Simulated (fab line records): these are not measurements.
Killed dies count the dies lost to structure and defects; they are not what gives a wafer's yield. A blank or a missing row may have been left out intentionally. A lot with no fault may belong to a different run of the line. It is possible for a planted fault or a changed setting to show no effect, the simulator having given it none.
fab line records	flow sky130
record: lots: 24	wafers: 72	lastDay: 50
route steps=708 shown FIELD_ISO@14 VT_ADJUST_PCH@152 POLY_GATE@205 LDD_HVP@285 CONTACT@422 PAD_OPEN@707
lots untouched by any fault: they come from a run of this same line in which no faults occurred
startH: the number of hours between the record's first day and the start of the first shown wafer of the lot	waitH: time in hours since the lot's previous step	" as in the row above	L1.1+2: a row that stands for several wafers	- no value, or no start given	* or withheld: withheld	< > ~ a bound
route shown NAME@n: a module of which the file shows steps, and the number in the route of the first	usual: the fault-free wafers' mean and standard deviation	same: alike in all rows	chamber/n: place in a boat	sites: each site's reading	_std_site: the standard deviation of these	_edge_site: the outer-site mean with the inner-site mean subtracted	radiusMm: for every site, how far away it sits from the centre of the wafer	mask NAME#n: copy n	behind: tool/chamber where the wafer was last shaped	hold: what put the lot on hold/how long, in hours/how the hold closed	device: the transistor (n, p or np) that didn't switch	end of line: tests run on the same wafers once the route is complete	a step without rows: its recipe alone	killed: the dies lost at the first sort to structure and to defects; this is not the yield of the wafer	map: per-die view of a wafer (x killed, . not killed, _ where there is no die)
set.NAME: the setting as run; set.NAME@STEP: as run at that earlier step	model.NAME: the simulator's own value behind a step, which no gauge read
route steps across a sampled set of lots; one table per step, one row per wafer
services: a tool's chamber out of use, with start hour (startH, from the record's first day; less than 0 if before it), hours out, and reason
== steps ==
step: SKY_FIELD_ISO_CD_MEAS_13
recipe: targetCdNm: 150
usual: cdNm: 149.9/1.5
lot.wafer	tool	chamber	startH	waitH	cdNm
L074.2	cdSem-01	-	30.93	-	149.4
L074.4	"	-	"	"	150.4
L074.5	"	-	"	"	151.1
L075.1	cdSem-02	-	34.84	-	152.0
L075.2	"	-	"	"	151.2
L075.6	"	-	"	"	151.7
L076.1	cdSem-02	-	41.51	-	150.2
L076.3	"	-	"	"	150.5
L076.5	"	-	"	"	149.3
L077.1	cdSem-01	-	45.91	-	151.2
L077.4	"	-	"	"	150.7
L077.6	"	-	"	"	150.8
L078.2	cdSem-01	-	52.86	-	148.9
L078.3	"	-	"	"	149.0
L078.4	"	-	"	"	149.4
L079.1	cdSem-02	-	55.21	-	146.9
L079.3	"	-	"	"	148.9
L079.5	"	-	"	"	147.3
L080.1	cdSem-01	-	61.41	-	147.9
L080.4	"	-	"	"	146.4
L080.6	"	-	"	"	147.7
L081.1	cdSem-01	-	65.01	-	149.9
L081.4	"	-	"	"	150.5
L081.6	"	-	"	"	150.5
L082.1	cdSem-02	-	70.09	-	151.2
L082.2	"	-	"	"	150.7
L082.5	"	-	"	"	151.4
L083.2	cdSem-02	-	75.73	-	149.9
L083.4	"	-	"	"	151.4
L083.6	"	-	"	"	151.1
L084.2	cdSem-02	-	79.93	-	147.9
L084.4	"	-	"	"	150.3
L084.6	"	-	"	"	149.5
L085.2	cdSem-02	-	87.76	-	149.7
L085.4	"	-	"	"	149.2
L085.5	"	-	"	"	150.3
L086.1	cdSem-01	-	93.31	-	152.4
L086.4	"	-	"	"	152.1
L086.6	"	-	"	"	151.8
L087.1	cdSem-02	-	96.53	-	150.7
L087.5	"	-	"	"	150.8
L087.6	"	-	"	"	149.5
L088.1	cdSem-02	-	100.56	-	147.7
L088.3	"	-	"	"	147.1
L088.4	"	-	"	"	147.8
L089.1	cdSem-01	-	111.44	-	149.5
L089.2	"	-	"	"	149.4
L089.3	"	-	"	"	149.4
L090.2	cdSem-02	-	113.13	-	152.2
L090.4	"	-	"	"	150.7
L090.6	"	-	"	"	153.0
L091.1	cdSem-01	-	118.61	-	151.4
L091.3	"	-	"	"	151.7
L091.6	"	-	"	"	150.9
L092.4	cdSem-01	-	122.92	-	150.3
L092.5	"	-	"	"	151.3
L092.6	"	-	"	"	151.6
L093.3	cdSem-02	-	129.15	-	149.9
L093.4	"	-	"	"	150.3
L093.6	"	-	"	"	150.1
L094.1	cdSem-02	-	132.71	-	149.8
L094.4	"	-	"	"	150.3
L094.5	"	-	"	"	149.1
L095.1	cdSem-01	-	138.86	-	149.1
L095.4	"	-	"	"	149.9
L095.6	"	-	"	"	150.8
L096.2	cdSem-02	-	143.38	-	150.2
L096.4	"	-	"	"	152.3
L096.5	"	-	"	"	150.6
L097.1	cdSem-02	-	147.56	-	147.4
L097.3	"	-	"	"	147.2
L097.6	"	-	"	"	149.1
step: SKY_VT_ADJUST_PCH_STRIP_09
recipe: chemistry: O2/N2	powerW: 1400	pressureMtorr: 1500	platenTempC: withheld	o2FlowSccm: 3000	n2FlowSccm: 300	overashFraction: 0.5
usual: drypumpMotorCurrentA: 5.79/0.24	n2FlowSccm: 300.2/1	oesProductAu: 0.723/0.0043	stripTimeToEndpointS: 36.89/0.11
lot.wafer	tool	chamber	startH	waitH	drypumpMotorCurrentA	n2FlowSccm	oesProductAu	rfHoursCounterH	stripTimeToEndpointS
L074.2	plasmaAsher-01	0	231.50	0.1	5.93	299.7	0.723	55	36.98
L074.4	"	1	"	"	5.68	299.8	0.725	-	36.91
L074.5	"	1	"	"	5.69	300.2	0.718	-	36.90
L075.1	plasmaAsher-01	1	234.25	0.1	5.68	300.4	0.716	56	36.62
L075.2	"	0	"	"	5.92	303.0	0.726	56	36.83
L075.6	"	1	"	"	5.69	300.6	0.722	-	36.80
L076.1	plasmaAsher-01	1	243.07	0.1	5.67	299.6	0.725	57	36.81
L076.3	"	0	"	"	5.94	300.2	0.716	-	36.83
L076.5	"	0	"	"	5.91	299.0	0.719	-	36.85
L077.1	plasmaAsher-03	1	249.55	0.1	5.55	299.6	0.722	43	37.02
L077.4	"	1	"	"	5.55	298.7	0.726	-	37.03
L077.6	"	0	"	"	5.50	300.4	0.728	-	36.95
L078.2	plasmaAsher-01	1	259.38	0.1	5.67	300.6	0.720	58	36.94
L078.3	"	0	"	"	5.93	301.3	0.721	-	37.06
L078.4	"	1	"	"	5.66	301.8	0.724	-	36.96
L079.1	plasmaAsher-01	1	265.33	0.1	5.68	298.1	0.719	59	36.82
L079.3	"	0	"	"	5.93	300.9	0.729	-	36.86
L079.5	"	1	"	"	5.67	300.6	0.727	-	36.87
L080.1	plasmaAsher-01	0	281.38	0.1	5.92	300.4	0.726	61	36.88
L080.4	"	0	"	"	5.93	300.0	0.724	-	36.95
L080.6	"	1	"	"	5.70	301.6	0.720	-	36.94
L081.1	plasmaAsher-02	1	287.13	0.1	6.23	300.4	0.721	61	37.01
L081.4	"	0	"	"	5.74	301.0	0.735	-	36.89
L081.6	"	0	"	"	5.72	301.6	0.712	-	36.90
L082.1	plasmaAsher-01	1	292.35	0.1	5.68	300.8	0.727	62	36.85
L082.2	"	0	"	"	5.95	301.9	0.723	62	36.76
L082.5	"	1	"	"	5.67	300.2	0.729	-	36.71
L084.2	plasmaAsher-03	1	309.40	0.1	5.57	299.7	0.717	49	36.68
L084.4	"	0	"	"	5.49	300.7	0.724	-	36.70
L084.6	"	1	"	"	5.54	300.4	0.723	-	36.88
L083.2	plasmaAsher-01	1	309.85	0.1	5.71	300.2	0.718	64	36.75
L083.4	"	1	"	"	5.71	299.4	0.721	-	36.84
L083.6	"	0	"	"	5.94	298.8	0.717	-	36.83
L085.2	plasmaAsher-02	1	318.07	0.1	6.26	301.5	0.720	64	36.92
L085.4	"	0	"	"	5.73	299.9	0.720	-	36.83
L085.5	"	0	"	"	5.74	301.1	0.726	-	36.83
L086.1	plasmaAsher-01	0	325.10	0.1	5.93	298.8	0.720	65	36.89
L086.4	"	1	"	"	5.67	300.5	0.717	-	36.85
L086.6	"	0	"	"	5.96	299.6	0.723	-	36.87
L087.1	plasmaAsher-02	1	325.92	0.1	6.26	300.7	0.717	64	36.84
L087.5	"	1	"	"	6.26	298.8	0.719	-	36.85
L087.6	"	0	"	"	5.72	299.6	0.725	-	36.96
L088.1	plasmaAsher-01	0	337.65	0.1	5.91	300.0	0.722	66	37.05
L088.3	"	0	"	"	5.92	300.2	0.724	-	36.94
L088.4	"	1	"	"	5.69	299.5	0.721	-	37.01
L089.1	plasmaAsher-03	1	347.70	0.1	5.53	300.6	0.729	53	36.77
L089.2	"	0	"	"	5.48	300.8	0.719	53	36.79
L089.3	"	0	"	"	5.50	300.9	0.710	-	36.79
L090.2	plasmaAsher-02	1	350.32	0.1	6.26	300.4	0.723	67	36.85
L090.4	"	0	"	"	5.72	300.9	0.726	-	36.83
L090.6	"	0	"	"	5.71	300.4	0.731	-	36.92
L091.1	plasmaAsher-01	0	357.87	0.1	5.94	301.7	0.734	68	36.84
L091.3	"	1	"	"	5.69	300.0	0.719	-	36.78
L091.6	"	0	"	"	5.94	300.4	0.728	-	36.85
L092.4	plasmaAsher-02	1	364.31	0.1	6.24	300.5	0.722	-	37.16
L092.5	"	1	"	"	6.23	299.1	0.726	-	37.02
L092.6	"	0	"	"	5.72	299.0	0.720	-	37.11
L093.3	plasmaAsher-03	1	374.11	0.1	5.53	299.4	0.728	-	36.84
L093.4	"	0	"	"	5.50	298.3	0.727	-	36.85
L093.6	"	1	"	"	5.57	298.8	0.724	-	37.00
L094.1	plasmaAsher-02	1	377.22	0.1	6.24	299.7	0.727	69	36.77
L094.4	"	1	"	"	6.25	299.5	0.720	-	36.75
L094.5	"	0	"	"	5.74	299.1	0.721	-	36.86
L095.1	plasmaAsher-03	1	390.07	0.1	5.56	300.2	0.725	57	37.08
L095.4	"	1	"	"	5.54	301.4	0.725	-	36.99
L095.6	"	1	"	"	5.57	300.8	0.720	-	37.08
L096.2	plasmaAsher-02	1	394.75	0.1	6.25	299.9	0.723	71	36.82
L096.4	"	1	"	"	6.25	298.8	0.721	-	36.86
L096.5	"	1	"	"	6.26	300.9	0.729	-	36.76
L097.1	plasmaAsher-03	0	402.42	0.1	5.49	301.5	0.715	58	36.91
L097.3	"	1	"	"	5.54	300.8	0.727	-	36.96
L097.6	"	1	"	"	5.55	299.7	0.732	-	36.97
step: SKY_POLY_GATE_THK_MEAS_01
recipe: reads: poly-Si_of_POLY_GATE_CVD_00
usual: POLY_GATE_CVD_00_THK: 180.6/1.6
lot.wafer	tool	chamber	startH	waitH	POLY_GATE_CVD_00_THK[nm]
L074.2	filmMetro-04	-	316.85	0.0	178.2
L074.4	"	-	"	"	176.5
L074.5	"	-	"	"	178.3
L075.1	filmMetro-01	-	321.96	0.0	179.9
L075.2	"	-	"	"	179.2
L075.6	"	-	"	"	179.1
L076.1	filmMetro-01	-	333.09	0.0	180.5
L076.3	"	-	"	"	179.8
L076.5	"	-	"	"	178.4
L077.1	filmMetro-04	-	337.53	0.0	181.7
L077.4	"	-	"	"	180.9
L077.6	"	-	"	"	180.5
L078.2	filmMetro-03	-	349.37	0.0	182.9
L078.3	"	-	"	"	182.3
L078.4	"	-	"	"	180.5
L079.1	filmMetro-03	-	360.38	0.0	180.8
L079.3	"	-	"	"	179.6
L079.5	"	-	"	"	180.2
L080.1	filmMetro-03	-	375.72	0.0	182.7
L080.4	"	-	"	"	181.5
L080.6	"	-	"	"	182.8
L081.1	filmMetro-04	-	382.24	0.0	179.8
L081.4	"	-	"	"	181.5
L081.6	"	-	"	"	181.7
L082.1	filmMetro-03	-	389.73	0.0	179.4
L082.2	"	-	"	"	179.2
L082.5	"	-	"	"	179.2
L084.2	filmMetro-01	-	408.62	0.0	178.2
L084.4	"	-	"	"	179.6
L084.6	"	-	"	"	180.1
L083.2	filmMetro-03	-	408.62	0.0	183.6
L083.4	"	-	"	"	183.1
L083.6	"	-	"	"	181.9
L085.2	filmMetro-01	-	417.31	0.0	180.0
L085.4	"	-	"	"	180.1
L085.5	"	-	"	"	181.1
L086.1	filmMetro-03	-	421.69	0.0	178.7
L086.4	"	-	"	"	180.4
L086.6	"	-	"	"	179.1
L087.1	filmMetro-01	-	421.69	0.0	179.7
L087.5	"	-	"	"	180.0
L087.6	"	-	"	"	180.2
L088.1	filmMetro-03	-	431.90	0.0	181.9
L088.3	"	-	"	"	181.7
L088.4	"	-	"	"	180.7
L089.1	filmMetro-04	-	448.13	0.0	180.1
L089.2	"	-	"	"	181.4
L089.3	"	-	"	"	180.7
L090.2	filmMetro-03	-	451.82	0.0	180.1
L090.4	"	-	"	"	181.8
L090.6	"	-	"	"	180.2
L091.1	filmMetro-01	-	459.63	0.0	183.8
L091.3	"	-	"	"	183.1
L091.6	"	-	"	"	183.2
L092.4	filmMetro-03	-	469.20	0.0	180.7
L092.5	"	-	"	"	179.8
L092.6	"	-	"	"	180.3
L093.3	filmMetro-01	-	473.64	0.0	182.4
L093.4	"	-	"	"	181.3
L093.6	"	-	"	"	181.0
L094.1	filmMetro-03	-	481.52	0.0	180.7
L094.4	"	-	"	"	180.3
L094.5	"	-	"	"	180.1
L095.1	filmMetro-01	-	490.92	0.0	181.3
L095.4	"	-	"	"	182.7
L095.6	"	-	"	"	180.4
L096.2	filmMetro-04	-	497.96	0.0	180.5
L096.4	"	-	"	"	180.1
L096.5	"	-	"	"	180.3
L097.1	filmMetro-03	-	504.44	0.0	182.9
L097.3	"	-	"	"	182.7
L097.6	"	-	"	"	182.8
step: SKY_LDD_HVP_OVL_MEAS_07
usual: LDD_HVP_OVL: 0.8/1.6
lot.wafer	tool	chamber	startH	waitH	LDD_HVP_OVL[nm]
L074.2	overlay-02	-	500.76	0.1	-2.2
L074.4	"	-	"	"	-1.0
L074.5	"	-	"	"	-1.3
L075.1	overlay-01	-	507.06	0.1	0.0
L075.2	"	-	"	"	-0.2
L075.6	"	-	"	"	1.0
L076.1	overlay-02	-	515.86	0.1	-0.6
L076.3	"	-	"	"	-1.6
L076.5	"	-	"	"	-0.9
L077.1	overlay-02	-	520.11	0.1	0.6
L077.4	"	-	"	"	-0.6
L077.6	"	-	"	"	1.5
L078.2	overlay-01	-	537.37	0.1	3.3
L078.3	"	-	"	"	3.7
L078.4	"	-	"	"	3.5
L079.1	overlay-02	-	549.10	0.1	2.5
L079.3	"	-	"	"	2.0
L079.5	"	-	"	"	1.9
L080.1	overlay-02	-	561.36	0.1	1.6
L080.4	"	-	"	"	1.6
L080.6	"	-	"	"	3.1
L081.1	overlay-02	-	569.25	0.1	0.9
L081.4	"	-	"	"	1.3
L081.6	"	-	"	"	-0.5
L082.1	overlay-02	-	577.11	0.1	2.6
L082.2	"	-	"	"	2.9
L082.5	"	-	"	"	2.6
L084.2	overlay-02	-	595.06	0.1	3.2
L084.4	"	-	"	"	2.7
L084.6	"	-	"	"	1.1
L083.2	overlay-01	-	595.62	0.1	0.4
L083.4	"	-	"	"	0.6
L083.6	"	-	"	"	0.4
L085.2	overlay-02	-	601.42	0.1	0.3
L085.4	"	-	"	"	-0.5
L085.5	"	-	"	"	0.1
L086.1	overlay-02	-	606.71	0.1	0.0
L086.4	"	-	"	"	-0.2
L086.6	"	-	"	"	0.5
L087.1	overlay-02	-	608.65	0.1	-1.0
L087.5	"	-	"	"	-1.2
L087.6	"	-	"	"	-0.8
L088.1	overlay-01	-	615.01	0.1	0.5
L088.3	"	-	"	"	1.0
L088.4	"	-	"	"	-0.1
L089.1	overlay-01	-	630.65	0.1	1.4
L089.2	"	-	"	"	0.6
L089.3	"	-	"	"	1.4
L090.2	overlay-01	-	637.17	0.1	1.6
L090.4	"	-	"	"	2.1
L090.6	"	-	"	"	1.4
L091.1	overlay-02	-	643.41	0.1	0.8
L091.3	"	-	"	"	0.7
L091.6	"	-	"	"	1.0
L092.4	overlay-01	-	653.18	0.1	0.9
L092.5	"	-	"	"	2.8
L092.6	"	-	"	"	1.9
L093.3	overlay-01	-	655.67	0.1	-1.6
L093.4	"	-	"	"	-0.4
L093.6	"	-	"	"	-1.0
L094.1	overlay-02	-	662.36	0.1	1.9
L094.4	"	-	"	"	1.5
L094.5	"	-	"	"	2.9
L095.1	overlay-02	-	671.05	0.1	-1.0
L095.4	"	-	"	"	-2.6
L095.6	"	-	"	"	-3.3
L096.2	overlay-02	-	677.42	0.1	4.4
L096.4	"	-	"	"	3.6
L096.5	"	-	"	"	3.2
L097.1	overlay-01	-	684.90	0.1	0.4
L097.3	"	-	"	"	1.1
L097.6	"	-	"	"	0.9
step: SKY_CONTACT_ETCH_16
recipe: chemistry: N2/H2	target: BARC	ionEnergyEv: 200	sourceW: 500	biasW: 100	pressureMtorr: 30	n2FlowSccm: 100	h2FlowSccm: 200	stopOn: SiO2	timeS: 45.9	targetDepthA: 600
usual: drypumpMotorCurrentA: 5.8/0.51	n2FlowSccm: 99.96/0.29	oesProductAu: 0.855/0.0044	throttleValvePct: 13.224/0.0088
lot.wafer	tool	chamber	startH	waitH	drypumpMotorCurrentA	n2FlowSccm	oesProductAu	rfHoursCounterH	throttleValvePct
L074.2	rieDiel-04	3	738.47	0.0	4.7	100.18	0.856	34	13.220
L074.4	"	1	"	"	6.1	99.58	0.854	7	13.234
L074.5	"	1	"	"	6.1	99.95	0.860	-	13.214
L075.1	rieDiel-01	0	744.77	0.0	5.2	99.97	0.850	23	13.221
L075.2	"	2	"	"	6.1	100.24	0.851	1	13.213
L075.6	"	0	"	"	5.2	100.44	0.853	-	13.232
L076.1	rieDiel-02	0	752.36	0.0	5.7	100.02	0.856	15	13.216
L076.3	"	3	"	"	6.6	99.89	0.852	1	13.226
L076.5	"	0	"	"	5.7	100.56	0.860	-	13.224
L077.1	rieDiel-01	1	755.96	0.0	6.2	100.38	0.860	9	13.225
L077.4	"	0	"	"	5.2	99.51	0.854	23	13.223
L077.6	"	3	"	"	6.1	99.91	0.855	-	13.217
L078.2	rieDiel-04	1	770.92	0.0	6.1	99.91	0.859	8	13.224
L078.3	"	3	"	"	4.7	100.20	0.848	-	13.223
L078.4	"	1	"	"	6.1	99.98	0.847	-	13.213
L079.1	rieDiel-02	1	783.42	0.0	5.6	99.91	0.861	10	13.227
L079.3	"	2	"	"	5.5	100.19	0.856	8	13.229
L079.5	"	0	"	"	5.7	99.48	0.853	-	13.201
L080.1	rieDiel-04	1	793.37	0.0	6.2	100.42	0.858	8	13.223
L080.4	"	3	"	"	4.7	99.72	0.850	36	13.225
L080.6	"	2	"	"	5.6	100.15	0.857	-	13.219
L081.1	rieDiel-01	0	801.92	0.0	5.2	99.55	0.855	24	13.232
L081.4	"	1	"	"	6.2	100.67	0.855	11	13.218
L081.6	"	1	"	"	6.2	99.96	0.848	-	13.235
L082.1	rieDiel-04	1	810.31	0.0	6.2	99.48	0.856	9	13.226
L082.2	"	0	"	"	6.2	100.05	0.851	31	13.227
L082.5	"	2	"	"	5.6	99.83	0.857	-	13.225
L084.2	rieDiel-02	3	823.51	0.0	6.6	100.09	0.850	3	13.213
L084.4	"	2	"	"	5.5	99.75	0.852	9	13.223
L084.6	"	2	"	"	5.5	99.57	0.863	-	13.232
L083.2	rieDiel-01	3	824.87	0.0	6.1	99.83	0.861	18	13.231
L083.4	"	1	"	"	6.2	100.09	0.857	11	13.228
L083.6	"	2	"	"	6.1	99.96	0.860	-	13.225
L085.2	rieDiel-02	1	831.11	0.0	5.6	99.66	0.854	12	13.238
L085.4	"	0	"	"	5.7	99.88	0.853	18	13.236
L085.5	"	2	"	"	5.5	100.09	0.867	-	13.220
L086.1	rieDiel-04	1	834.96	0.0	6.1	100.01	0.858	10	13.232
L086.4	"	3	"	"	4.7	99.96	0.856	-	13.227
L086.6	"	2	"	"	5.6	99.84	0.858	-	13.218
L087.1	rieDiel-02	3	835.96	0.0	6.6	100.22	0.859	3	13.211
L087.5	"	3	"	"	6.6	99.81	0.853	-	13.224
L087.6	"	0	"	"	5.7	99.16	0.853	-	13.209
L088.1	rieDiel-01	3	841.56	0.0	6.1	100.11	0.857	19	13.222
L088.3	"	1	"	"	6.2	100.01	0.854	12	13.216
L088.4	"	0	"	"	5.2	99.70	0.863	26	13.233
L089.1	rieDiel-02	1	856.56	0.0	5.6	99.84	0.851	12	13.226
L089.2	"	2	"	"	5.5	99.65	0.865	10	13.226
L089.3	"	0	"	"	5.7	99.77	0.854	18	13.246
L090.2	rieDiel-04	0	862.91	0.0	6.3	99.71	0.849	0	13.235
L090.4	"	1	"	"	6.1	100.05	0.851	11	13.223
L090.6	"	3	"	"	4.7	99.43	0.851	-	13.226
L091.1	rieDiel-01	3	868.62	0.0	6.1	100.34	0.851	20	13.213
L091.3	"	1	"	"	6.2	99.52	0.850	13	13.227
L091.6	"	3	"	"	6.1	100.20	0.851	-	13.233
L092.4	rieDiel-01	0	875.57	0.0	5.2	99.61	0.847	27	13.225
L092.5	"	1	"	"	6.2	99.66	0.856	-	13.245
L092.6	"	2	"	"	6.1	100.55	0.855	-	13.238
L093.3	rieDiel-01	2	876.97	0.0	6.1	99.80	0.855	5	13.232
L093.4	"	1	"	"	6.2	100.20	0.853	13	13.228
L093.6	"	3	"	"	6.1	99.97	0.855	-	13.212
L094.1	rieDiel-02	1	882.00	0.0	5.6	99.91	0.855	13	13.240
L094.4	"	0	"	"	5.8	99.75	0.857	19	13.227
L094.5	"	1	"	"	5.6	99.62	0.862	-	13.231
L095.1	rieDiel-01	3	897.36	0.0	6.1	99.85	0.851	21	13.229
L095.4	"	0	"	"	5.2	100.17	0.849	28	13.225
L095.6	"	1	"	"	6.2	99.85	0.844	-	13.217
L096.2	rieDiel-04	3	897.82	0.0	4.7	100.42	0.855	3	13.220
L096.4	"	0	"	"	6.2	100.05	0.851	1	13.236
L096.5	"	0	"	"	6.2	100.05	0.865	-	13.238
L097.1	rieDiel-04	3	907.46	0.0	4.7	99.99	0.861	3	13.219
L097.3	"	2	"	"	5.6	99.50	0.858	19	13.223
L097.6	"	0	"	"	6.2	100.08	0.854	-	13.210
step: SKY_PAD_OPEN_BOW_MEAS_13
recipe: mode: bow
usual: PAD_OPEN_BOW: 49/9.9
lot.wafer	tool	chamber	startH	waitH	PAD_OPEN_BOW[um]
L074.2	filmMetro-02	-	1077.84	-	48
L074.4	"	-	"	"	43
L074.5	"	-	"	"	52
L075.1	filmMetro-02	-	1083.42	-	38
L075.2	"	-	"	"	38
L075.6	"	-	"	"	49
L076.1	filmMetro-02	-	1090.69	-	51
L076.3	"	-	"	"	57
L076.5	"	-	"	"	63
L077.1	filmMetro-02	-	1093.55	-	59
L077.4	"	-	"	"	52
L077.6	"	-	"	"	57
L078.2	filmMetro-02	-	1100.98	-	54
L078.3	"	-	"	"	54
L078.4	"	-	"	"	69
L079.1	filmMetro-04	-	1113.66	-	61
L079.3	"	-	"	"	43
L079.5	"	-	"	"	55
L080.1	filmMetro-04	-	1121.49	-	53
L080.4	"	-	"	"	40
L080.6	"	-	"	"	48
L081.1	filmMetro-02	-	1129.12	-	39
L081.4	"	-	"	"	37
L081.6	"	-	"	"	41
L082.1	filmMetro-03	-	1135.76	-	46
L082.2	"	-	"	"	31
L082.5	"	-	"	"	18
L084.2	filmMetro-03	-	1142.71	-	39
L084.4	"	-	"	"	44
L084.6	"	-	"	"	48
L083.2	filmMetro-04	-	1143.54	-	51
L083.4	"	-	"	"	47
L083.6	"	-	"	"	49
L085.2	filmMetro-04	-	1152.49	-	40
L085.4	"	-	"	"	47
L085.5	"	-	"	"	42
L086.1	filmMetro-02	-	1153.25	-	50
L086.4	"	-	"	"	55
L086.6	"	-	"	"	49
L087.1	filmMetro-04	-	1153.97	-	35
L087.5	"	-	"	"	57
L087.6	"	-	"	"	41
L088.1	filmMetro-04	-	1157.05	-	58
L088.3	"	-	"	"	54
L088.4	"	-	"	"	70
L089.1	filmMetro-02	-	1167.66	-	58
L089.2	"	-	"	"	51
L089.3	"	-	"	"	38
L090.2	filmMetro-03	-	1171.71	-	45
L090.4	"	-	"	"	35
L090.6	"	-	"	"	52
L091.1	filmMetro-03	-	1175.66	-	32
L091.3	"	-	"	"	36
L091.6	"	-	"	"	47
L093.3	filmMetro-03	-	1178.95	-	48
L093.4	"	-	"	"	42
L093.6	"	-	"	"	52
L092.4	filmMetro-04	-	1179.30	-	72
L092.5	"	-	"	"	64
L092.6	"	-	"	"	54
L094.1	filmMetro-02	-	1182.00	-	45
L094.4	"	-	"	"	37
L094.5	"	-	"	"	43
L096.2	filmMetro-02	-	1195.67	-	68
L096.4	"	-	"	"	58
L096.5	"	-	"	"	56
L097.1	filmMetro-03	-	1196.46	-	42
L097.3	"	-	"	"	51
L097.6	"	-	"	"	52
L095.1	filmMetro-03	-	1199.43	-	43
L095.4	"	-	"	"	53
L095.6	"	-	"	"	58
== services ==
tool	chamber	startH	hours	kind
rieDiel-04	2	234.84	11.7	repair
plasmaAsher-01	-	246.66	1.7	repair
rieDiel-01	-	296.64	1.2	repair
rieDiel-01	0	307.21	9.0	repair
rieDiel-04	2	311.79	3.7	repair
rieDiel-04	-	363.01	0.4	repair
rieDiel-04	-	418.32	0.6	repair
rieDiel-01	3	432.41	3.6	repair
rieDiel-01	3	473.88	6.0	repair
rieDiel-04	2	538.80	7.9	repair
rieDiel-04	0	636.15	14.0	repair
rieDiel-01	0	653.60	7.0	repair
rieDiel-04	2	702.63	3.6	repair
rieDiel-04	3	705.89	2.7	repair
rieDiel-04	-	718.60	2.8	pm
plasmaAsher-01	-	733.75	9.0	pm
rieDiel-04	3	735.53	1.6	repair
rieDiel-04	2	759.06	26.2	repair
rieDiel-04	0	759.63	13.1	repair
rieDiel-01	0	779.55	3.6	repair
plasmaAsher-01	-	802.16	12.6	repair
plasmaAsher-01	-	893.59	2.8	pm
plasmaAsher-01	-	900.58	6.9	repair
rieDiel-01	1	903.49	4.0	repair
== key ==
fault none
